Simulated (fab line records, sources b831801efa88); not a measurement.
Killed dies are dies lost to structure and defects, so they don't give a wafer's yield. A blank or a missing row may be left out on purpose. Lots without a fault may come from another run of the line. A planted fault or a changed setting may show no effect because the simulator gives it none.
A struck lot beside a sound one | flow sky130 | 18 steps out of a route of 708
Sound: wafers L667.1, L667.2, L667.4. Struck: wafers L679.1, L679.4, L679.6. The cause comes at the end.
At each step with rows: each side's tool, then ch and its chambers, then its first start. Under that, the readings that differ: sound wafers | struck wafers | difference of the means | sigmas: that difference in standard deviations of wafers without a fault.
alike: readings whose means differ by less than 2 such deviations, and words and numbers that are the same on both sides. not compared: withheld readings, readings that some wafer has no value for, bounds like >300 that may hide the same value, and numbers for which the record gives no deviation and whose values overlap.
The two part at a step that has a row with sigmas, a row that says differs or no value, or rows on one side only. Numbers that don't overlap but have no deviation are shown without sigmas and don't part them. A reading that every wafer of one side lacks parts them only if that side has two wafers or more.

first, 2 steps without rows for these wafers: SKY_GATE_OXIDE_CLEAN_00 (cleans in SC1/SC2, time 150 s); SKY_GATE_OXIDE_OXIDATION_01 (stabilise 600 s, purge 300 s, target thk 10.268 nm).
SKY_GATE_OXIDE_THK_MEAS_02:
  sound on film_metro-04, day 16 16:17; struck on film_metro-02, day 20 16:02
  alike: GATE_OXIDE_OXIDATION_00_THK
then, 7 steps without rows for these wafers: SKY_GATE_OXIDE_DEHYDRATE_03 (time 60 s); SKY_GATE_OXIDE_HMDS_04 (prime time 60 s); SKY_GATE_OXIDE_COAT_05 (resist thk 1140 nm); SKY_GATE_OXIDE_SOFTBAKE_06 (time 60 s); SKY_GATE_OXIDE_EXPOSE_07 (exposes mask LVOM, target cd 600 nm); SKY_GATE_OXIDE_PEB_08; SKY_GATE_OXIDE_DEVELOP_09 (develop time 60 s).
SKY_GATE_OXIDE_OVL_MEAS_10:
  sound on overlay-02, day 17 21:07; struck on overlay-02, day 21 23:09
  alike: GATE_OXIDE_OVL
then, 1 step without rows for these wafers: SKY_GATE_OXIDE_IMPLANT_11.
SKY_GATE_OXIDE_WET_ETCH_12: etches SiO2 in dHF, target depth 16.8 nm, time 336 s.
  sound on wet_bench-04 ch 2, day 17 21:17; struck on wet_bench-04 ch 2, day 21 23:20
  no value came back on the struck wafers for bath_heat_duty_pct (%), run_length_s (s); on the sound wafers bath_heat_duty_pct (%) reads 6.2 5.3 5.6
  reading                                    | sound             | struck            | difference | sigmas
  model.SiO2_of_FIELD_ISO_CVD_24.thk_nm (nm) | 365.5 364.8 363.7 | 382.4 382.5 383.5 | +18.1      |
SKY_GATE_OXIDE_STRIP_13: strips in O2/N2.
  sound on plasma_asher-02 ch 0,1, day 17 21:23; struck on plasma_asher-01 ch 0, day 21 23:26
  reading                     | sound       | struck      | difference | sigmas
  drypump_motor_current_A (A) | 6.4 6.6 6.4 | 5.4 5.4 5.4 | -1.1       | -3
  alike: oes_product_au, strip_time_to_endpoint_s
  not compared: rf_hours_counter_h
SKY_GATE_OXIDE_TW_MEAS_14:
  sound on film_metro-03, day 17 21:29; struck on film_metro-02, day 21 23:32
  alike: GATE_OXIDE_TW
SKY_GATE_OXIDE_CLEAN_15: cleans in SC1/SC2, time 150 s.
  sound on wet_bench-03 ch 0, day 17 21:33; struck on wet_bench-01 ch 2, day 21 23:36
  reading                                    | sound           | struck            | difference | sigmas
  model.SiO2_of_FIELD_ISO_CVD_24.thk_nm (nm) | 364.8 364.2 363 | 381.8 381.8 382.8 | +18.1      |
then, 1 step without rows for these wafers: SKY_GATE_OXIDE_OXIDATION_16 (stabilise 600 s, purge 300 s, target thk 3.57 nm).
-- the record jumps here: 29 days lie between the struck wafers' starts before and after (it left off in module GATE_OXIDE and takes up again in module PAD_OPEN, whose first step shown is number 708 of the route) --
SKY_PAD_OPEN_PROBE_99:
  sound on prober-01, day 48 16:34; struck on prober-01, day 51 00:40
  reading             | sound    | struck                                                               | difference                   | sigmas
  hold                | - - -    | await_dispo/3.1h/scrap await_dispo/3.1h/scrap await_dispo/3.1h/scrap | no value on the sound wafers |
  killed_at_front_end | 10 16 15 | 434 422 431                                                          | +415                         | +99 or more
  killed_dies         | 69 79 92 | 492 492 492                                                          | +412                         | +45
  killed_on_rim       | 14 16 18 | 96 96 96                                                             | +80                          | +23
  alike: killed_at_M0_to_M3, killed_at_M4_up, killed_at_contacts, killed_at_other, killed_open, killed_short

WHERE THEY PART
First at SKY_GATE_OXIDE_WET_ETCH_12; last, within this record, at SKY_PAD_OPEN_PROBE_99.

WHY: what the simulator had put in
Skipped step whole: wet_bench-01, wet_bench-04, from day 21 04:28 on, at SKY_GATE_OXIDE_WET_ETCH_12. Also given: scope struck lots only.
